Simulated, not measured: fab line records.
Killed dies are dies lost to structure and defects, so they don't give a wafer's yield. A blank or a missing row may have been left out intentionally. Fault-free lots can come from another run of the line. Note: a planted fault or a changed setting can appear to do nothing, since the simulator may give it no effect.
Which of the tools did it? -- flow gf180mcu -- 45 wafers from 15 lots sampled at 7 of the route's 602 steps

## WHAT THE GAUGES SHOWED, per wafer
GF_STI_BOW_MEAS_00.
lot,measured,on,INCOMING_BOW (um)
L609,day 1 10:00,filmMetro-01,-4 8 2
L611,day 1 20:00,filmMetro-04,6 -3 -1
L612,day 2 01:00,filmMetro-01,7 -20 6
L614,day 2 11:00,filmMetro-02,-5 -6 5
L617,day 3 02:00,filmMetro-01,1 1 -4
L618,day 3 07:02,filmMetro-04,4 -14 0
L619,day 3 12:01,filmMetro-01,9 13 -3
L623,day 4 08:00,filmMetro-04,-9 5 -9
L624,day 4 13:02,filmMetro-02,-1 6 1
L626,day 4 23:00,filmMetro-01,5 6 -11
L627,day 5 04:00,filmMetro-04,0 1 -15
L628,day 5 09:01,filmMetro-01,0 4 6
L630,day 5 19:02,filmMetro-04,5 14 -5
L631,day 6 00:02,filmMetro-01,-6 -3 1
L632,day 6 05:00,filmMetro-01,1 4 2

GF_NWELL_TW_MEAS_11.
lot,measured,on,NWELL_TW
L609,day 3 10:02,filmMetro-04,1567 1563 1574
L611,day 3 17:25,filmMetro-04,1566 1568 1567
L612,day 3 23:59,filmMetro-04,1572 1573 1571
L614,day 4 10:30,filmMetro-02,1613 1605 1606
L617,day 5 02:39,filmMetro-02,1882 1883 1873
L618,day 5 09:10,filmMetro-03,1825 1834 1841
L619,day 5 12:58,filmMetro-02,1886 1879 1885
L623,day 6 13:35,filmMetro-04,1571 1571 1578
L624,day 6 19:10,filmMetro-03,1561 1562 1568
L626,day 7 05:10,filmMetro-02,1601 1604 1601
L627,day 7 09:59,filmMetro-04,1577 1581 1586
L628,day 7 17:13,filmMetro-04,1586 1584 1587
L630,day 8 03:34,filmMetro-03,1567 1571 1569
L631,day 8 08:49,filmMetro-02,1605 1607 1604
L632,day 8 14:27,filmMetro-04,1567 1567 1570

GF_LVPWELL_TW_MEAS_11.
lot,measured,on,LVPWELL_TW
L609,day 3 23:17,filmMetro-03,554 556 554
L611,day 4 07:26,filmMetro-03,556 557 558
L612,day 4 13:47,filmMetro-04,557 559 559
L614,day 5 00:35,filmMetro-02,572 571 572
L617,day 5 16:58,filmMetro-04,1375 1376 1365
L618,day 5 23:49,filmMetro-03,1377 1372 1374
L619,day 6 04:16,filmMetro-02,1393 1400 1408
L623,day 7 05:39,filmMetro-02,568 572 571
L624,day 7 11:20,filmMetro-03,555 554 557
L626,day 7 21:10,filmMetro-04,563 563 567
L627,day 8 01:59,filmMetro-03,554 551 551
L628,day 8 08:58,filmMetro-03,557 554 552
L630,day 8 20:34,filmMetro-03,552 552 552
L631,day 9 02:04,filmMetro-04,559 558 559
L632,day 9 07:10,filmMetro-02,574 571 569

GF_MVSD_TW_MEAS_11.
lot,measured,on,MVSD_TW
L609,day 4 13:24,filmMetro-04,1569 1568 1569
L611,day 4 21:30,filmMetro-03,1575 1577 1565
L612,day 5 04:28,filmMetro-02,1603 1601 1610
L614,day 5 14:58,filmMetro-03,1568 1575 1576
L617,day 6 08:58,filmMetro-04,1844 1838 1853
L618,day 6 15:02,filmMetro-04,1844 1851 1847
L619,day 6 19:58,filmMetro-04,1856 1828 1842
L623,day 7 22:07,filmMetro-04,1603 1594 1600
L624,day 8 03:23,filmMetro-03,1560 1560 1560
L626,day 8 13:22,filmMetro-02,1603 1603 1610
L627,day 8 18:46,filmMetro-02,1614 1605 1602
L628,day 9 02:22,filmMetro-03,1574 1574 1568
L630,day 9 13:47,filmMetro-03,1568 1568 1567
L631,day 9 19:22,filmMetro-02,1607 1608 1611
L632,day 10 00:36,filmMetro-03,1571 1580 1579

GF_MVPSD_OVL_MEAS_07.
lot,measured,on,MVPSD_OVL (nm)
L609,day 5 03:43,overlay-02,0.6 3.1 2.6
L611,day 5 11:31,overlay-02,-1.2 1.1 -0.2
L612,day 5 19:02,overlay-01,0.4 -2.7 -1.7
L614,day 6 05:53,overlay-02,-0.9 1.2 -1.2
L617,day 6 23:57,overlay-01,-0.9 -2.4 -1.2
L618,day 7 06:20,overlay-02,-0.5 0.7 -0.1
L619,day 7 11:50,overlay-02,-1.0 -0.6 -0.4
L623,day 8 14:11,overlay-02,-1.1 -0.7 -0.2
L624,day 8 20:04,overlay-01,1.5 2.1 1.4
L626,day 9 06:05,overlay-01,-0.6 0.5 -1.2
L627,day 9 12:10,overlay-02,0.3 1.4 -0.2
L628,day 9 19:26,overlay-02,0.5 0.8 1.1
L630,day 10 07:26,overlay-02,-1.6 -2.0 -2.3
L631,day 10 12:59,overlay-01,-0.4 0.8 0.0
L632,day 10 17:57,overlay-02,2.2 2.2 0.5

GF_VT_IMPLANT_RS_MEAS_49: measures by four-point-probe.
lot,measured,on,MVPSD_RS (ohm/sq)
L609,day 7 17:34,filmMetro-02,1150.1 1152.2 1153.1
L611,day 8 02:02,filmMetro-04,1148.9 1148.6 1148.2
L612,day 8 09:50,filmMetro-04,1153.6 1154.0 1152.7
L614,day 8 22:43,filmMetro-04,1154.7 1156.5 1155.4
L617,day 9 19:07,filmMetro-04,1155.7 1149.6 1154.2
L618,day 10 03:04,filmMetro-02,1153.8 1152.8 1153.1
L619,day 10 07:53,filmMetro-02,1155.6 1151.4 1155.3
L623,day 11 14:04,filmMetro-03,1154.0 1156.0 1152.8
L624,day 11 20:27,filmMetro-02,1155.9 1158.6 1153.5
L626,day 12 06:40,filmMetro-02,1155.9 1155.6 1157.5
L627,day 12 14:28,filmMetro-04,1156.8 1156.8 1156.0
L628,day 13 00:47,filmMetro-02,1159.1 1156.9 1154.9
L630,day 13 12:24,filmMetro-02,1159.8 1157.2 1154.6
L631,day 13 20:31,filmMetro-02,1151.8 1154.5 1154.7
L632,day 13 23:58,filmMetro-02,1153.9 1158.6 1157.1

## WHAT TOOL EACH LOT RAN ON (gives the tool, then ch and the chambers of the sampled wafers, and finally the start)
lot,GF_DNWELL_COAT_02
L609,"lithoTrack-02 ch 0, day 2 14:19"
L611,"lithoTrack-03 ch 0, day 2 21:02"
L612,"lithoTrack-02 ch 0, day 3 03:37"
L614,"lithoTrack-03 ch 0, day 3 14:08"
L617,"lithoTrack-03, day 4 05:11"
L618,"lithoTrack-02, day 4 11:49"
L619,"lithoTrack-04, day 4 15:06"
L623,"lithoTrack-03 ch 0, day 5 14:53"
L624,"lithoTrack-03 ch 0, day 5 19:47"
L626,"lithoTrack-02 ch 0, day 6 04:24"
L627,"lithoTrack-02 ch 0, day 6 10:06"
L628,"lithoTrack-02 ch 0, day 6 16:53"
L630,"lithoTrack-02 ch 0, day 7 03:15"
L631,"lithoTrack-04 ch 0, day 7 07:56"
L632,"lithoTrack-03 ch 0, day 7 12:43"
- GF_DNWELL_COAT_02: resist thk 3000 nm.

## WHAT THE TOOLS THEMSELVES READ (means of the sampled wafers that have a number; where no wafer has one, the mark that the record gives instead)
GF_DNWELL_COAT_02.
lot,tool,chillPlateTempC (C),dispensePressureKPa (kPa),exhaustPa (Pa)
L609,lithoTrack-02,23.04,59,44.1
L611,lithoTrack-03,23.04,48,44.4
L612,lithoTrack-02,23.03,59,44.7
L614,lithoTrack-03,23.01,48,46.0
L617,lithoTrack-03,-,-,-
L618,lithoTrack-02,-,-,-
L619,lithoTrack-04,-,-,-
L623,lithoTrack-03,22.97,48,44.4
L624,lithoTrack-03,22.99,48,44.9
L626,lithoTrack-02,22.96,59,44.9
L627,lithoTrack-02,23.12,59,46.1
L628,lithoTrack-02,22.96,59,46.2
L630,lithoTrack-02,23.00,59,44.6
L631,lithoTrack-04,23.02,48,45.6
L632,lithoTrack-03,23.08,48,45.3

## THE ANSWER, worked out from the rows above alone
Rule: usual is defined by the lots themselves. The widest of any qualifying gaps counts: lots, ordered by their means at a reading, are off when they make up no more than a third of the lots, leave a main group of 4 or more, and stand apart from it by 3 or more times the standard deviation of that group's means. The tables above print the reading to a certain number of digits; a main group whose means all agree to those digits is not used. Also off: a lot with no number at a reading for which 4 or more lots have one. Any other lot the step has rows for is counted as sound. Order of review: gauges by route order, followed by the tools' own readings, for which a lot's mean as printed above is used. At the first step where some lot is off, the reading lying furthest off is the one used; lots without a number count as furthest.
Off: L617, L618, L619, seen at GF_NWELL_TW_MEAS_11 (NWELL_TW). The main group: mean 1580, standard deviation 16.
If a tool, at a process step before that reading, ran all the lots that are off and no sound lot after the first of them, it fits. Not tried: the gauges at GF_NWELL_TW_MEAS_11; whatever is off there is also off at GF_MVSD_TW_MEAS_11, on other tools, and gauge error can't account for it. Not one of the candidates tried fits.

## WHAT HAD BEEN PUT IN BY THE SIMULATOR
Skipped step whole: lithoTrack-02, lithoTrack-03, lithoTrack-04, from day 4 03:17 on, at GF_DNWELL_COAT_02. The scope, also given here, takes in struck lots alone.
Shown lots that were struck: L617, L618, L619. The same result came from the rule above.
